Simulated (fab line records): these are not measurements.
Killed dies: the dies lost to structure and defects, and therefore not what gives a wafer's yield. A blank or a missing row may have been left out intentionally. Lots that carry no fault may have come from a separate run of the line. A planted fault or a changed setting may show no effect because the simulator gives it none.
Comparing a struck lot with a sound one || flow gf180mcu || 15 out of 602 route steps
Sound: these wafers, L797.2, L797.4, L797.5. Wafers struck: L807.2, L807.3, L807.4. The cause is named last.
At each step with rows: each side's tool, then ch and its chambers, then its first start. Under that, the readings that differ: sound wafers || struck wafers || difference of the means || sigmas: that difference in standard deviations of wafers without a fault.
alike: same words and numbers on both sides, and readings whose means sit less than 2 such deviations apart. not compared: any withheld reading, any reading some wafer has no value for, any bound like >300 that may hide the same value, and any number with overlapping values for which the record gives no deviation.
Wherever a step has rows on one side only, a row that says differs or no value, or a row with sigmas, the two part there. Non-overlapping numbers with no deviation appear without sigmas and do not part them. A reading that every wafer of one side lacks parts them only if that side has two wafers or more.

GF_TOP_METAL_METAL_ETCH_16: etches the open film in Cl2/BCl3, stops on SiO2, target depth 1197 nm, time 199.5 s.
  sound on rie_metal-03 ch 0,1, day 28 11:14; struck on rie_metal-03 ch 0,1, day 31 10:46
  alike: drypump_motor_current_A, oes_product_au, throttle_valve_pct
  not compared: rf_hours_counter_h
GF_TOP_METAL_STRIP_17: strips in O2/N2.
  sound on plasma_asher-03 ch 1, day 28 11:25; struck on plasma_asher-04 ch 0,1, day 31 10:57
{"reading": "drypump_motor_current_A (A)", "sound": "6.6 6.6 6.6", "struck": "5.6 5.7 5.2", "difference": -1.1, "sigmas": -2}
{"reading": "heater_power_w (W)", "sound": "362 364 370", "struck": "313 327 282", "difference": -58, "sigmas": -2}
  alike: oes_product_au, strip_time_to_endpoint_s
  not compared: rf_hours_counter_h
then, 2 steps without rows for these wafers: GF_TOP_METAL_STRIP_18 (strips in post etch residue remover, time 1200 s); GF_TOP_METAL_CLEAN_19 (cleans in DIW).
GF_PASSIVATION_CVD_00: deposits SiO2 from TEOS, target thk 1000 nm, time 111.95 s.
  sound on pecvd-02 ch 1,2, day 28 12:23; struck on pecvd-02 ch 0,1,2, day 31 11:29
  alike: heater_power_w
GF_PASSIVATION_THK_MEAS_01:
  struck on film_metro-03, day 31 11:34; sound on film_metro-04, day 28 12:28
  alike: PASSIVATION_CVD_00_THK
GF_PASSIVATION_CVD_02: deposits Si3N4, target thk 700 nm, time 486.18 s.
  sound on pecvd-01 ch 0, day 28 12:31; struck on pecvd-04 ch 0,1, day 31 11:37
  alike: heater_power_w
GF_PASSIVATION_THK_MEAS_03:
  struck on film_metro-03, day 31 11:55; sound on film_metro-03, day 28 12:58
  alike: PASSIVATION_CVD_02_THK
then, 4 steps without rows for these wafers: GF_PASSIVATION_DEHYDRATE_04 (time 60 s); GF_PASSIVATION_HMDS_05 (prime time 60 s); GF_PASSIVATION_COAT_06 (resist thk 4000 nm); GF_PASSIVATION_SOFTBAKE_07.
GF_PASSIVATION_EXPOSE_08: exposes mask Pad, target cd 40000 nm.
  sound on iline_stepper-01 ch 0, day 28 22:04; struck on iline_stepper-02 ch 0, day 31 20:26
{"reading": "exposure_dose_mJ_cm2", "sound": "310.30 310.10 310.29", "struck": "315.07 315.17 314.76", "difference": "+4.77", "sigmas": "+16"}
  alike: mask
then, 2 steps without rows for these wafers: GF_PASSIVATION_PEB_09; GF_PASSIVATION_PROBE_99.

## WHERE THEY PART
Earliest at GF_TOP_METAL_STRIP_17; latest, in this record, at GF_PASSIVATION_EXPOSE_08.

WHY: what the simulator had put in
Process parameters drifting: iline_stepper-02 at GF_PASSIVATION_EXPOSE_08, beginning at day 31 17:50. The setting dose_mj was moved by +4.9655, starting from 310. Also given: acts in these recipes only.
